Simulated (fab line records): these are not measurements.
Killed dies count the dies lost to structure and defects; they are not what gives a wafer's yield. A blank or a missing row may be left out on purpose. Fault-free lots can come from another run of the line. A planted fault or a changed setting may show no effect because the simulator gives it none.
Comparing a struck lot with a sound one | flow gf180mcu | 14 out of 602 route steps
Sound: these wafers, L260.1, L260.4, L260.6. Wafers L255.4, L255.5, L255.6 were the ones struck. The cause is given at the end.
For every step that has rows: the tool of each side, followed by ch and its chambers, followed by its first start. Under that, the readings that differ: sound wafers | struck wafers | difference of the means | sigmas: that difference in standard deviations of wafers without a fault.
alike: readings with means less than 2 such deviations apart, plus words and numbers identical on both sides. not compared: withheld readings, readings lacking a value on some wafer, bounds such as >300 that could conceal the same value, and numbers that have no deviation in the record and whose values overlap.
Wherever a step has rows on one side only, a row that says differs or no value, or a row with sigmas, the two part there. When numbers do not overlap yet have no deviation, they are printed without sigmas and do not part them. A reading missing from all wafers of one side parts the sides only when that side holds two or more wafers.

GF_V1_THK_MEAS_01:
  sound: film metro-01 at day 25 02:40; struck: film metro-02 at day 23 07:56
  alike: V1_CVD_00_THK
GF_V1_CVD_02: deposits SiO2 from TEOS, target thk 850 nm, time 94.851 s.
  sound on pecvd-02 ch 0,1,2, day 25 02:44; struck on pecvd-01 ch 0,1,2, day 23 08:01
  alike: heater power w
GF_V1_THK_MEAS_03:
  sound: film metro-01 at day 25 02:48; struck: film metro-02 at day 23 08:04
  alike: V1_CVD_02_THK
GF_V1_CMP_04: polishes SiO2.
  sound on cmp-02 ch 1,2, day 25 02:52; struck on cmp-02 ch 2,3, day 23 08:06
  alike: motor current A, time to endpoint s
GF_V1_BOW_MEAS_05:
  sound: film metro-01 at day 25 03:10; struck: film metro-04 at day 23 08:28
  alike: V1_BOW
then, 7 steps without rows for these wafers: GF_V1_DEHYDRATE_06 (time 60 s); GF_V1_HMDS_07 (prime time 60 s); GF_V1_COAT_08; GF_V1_COAT_09 (resist thk 1000 nm); GF_V1_SOFTBAKE_10 (time 60 s); GF_V1_EXPOSE_11 (exposes mask Via1, target cd 260 nm); GF_V1_PEB_12 (peb time 90 s).
GF_V1_DEVELOP_13: develop time 60 s.
  sound on litho track-04 ch 0, day 26 00:34; struck on litho track-02, day 24 07:07
  no value came back on the struck wafers for chill plate temp C (C), develop time s (s), exhaust pa (Pa); on the sound wafers chill plate temp C (C) reads 23.06 22.98 23.32
  reading                             | sound           | struck          | difference | sigmas
  model.KrF_of_V1_COAT_09.thk nm (nm) | 986.8 984 984.4 | 999.4 1001 1001 | +15.4      |
GF_V1_CD_MEAS_14: the cd target is 260 nm.
  sound: cd sem-02 at day 26 00:47; struck: cd sem-02 at day 24 07:16
  reading    | sound             | struck | difference                    | sigmas
  cd nm (nm) | 261.6 261.1 260.6 | - - -  | no value on the struck wafers |

WHERE THEY PART
First at GF_V1_DEVELOP_13; last, within this record, at GF_V1_CD_MEAS_14.

WHY: the cause the simulator had injected
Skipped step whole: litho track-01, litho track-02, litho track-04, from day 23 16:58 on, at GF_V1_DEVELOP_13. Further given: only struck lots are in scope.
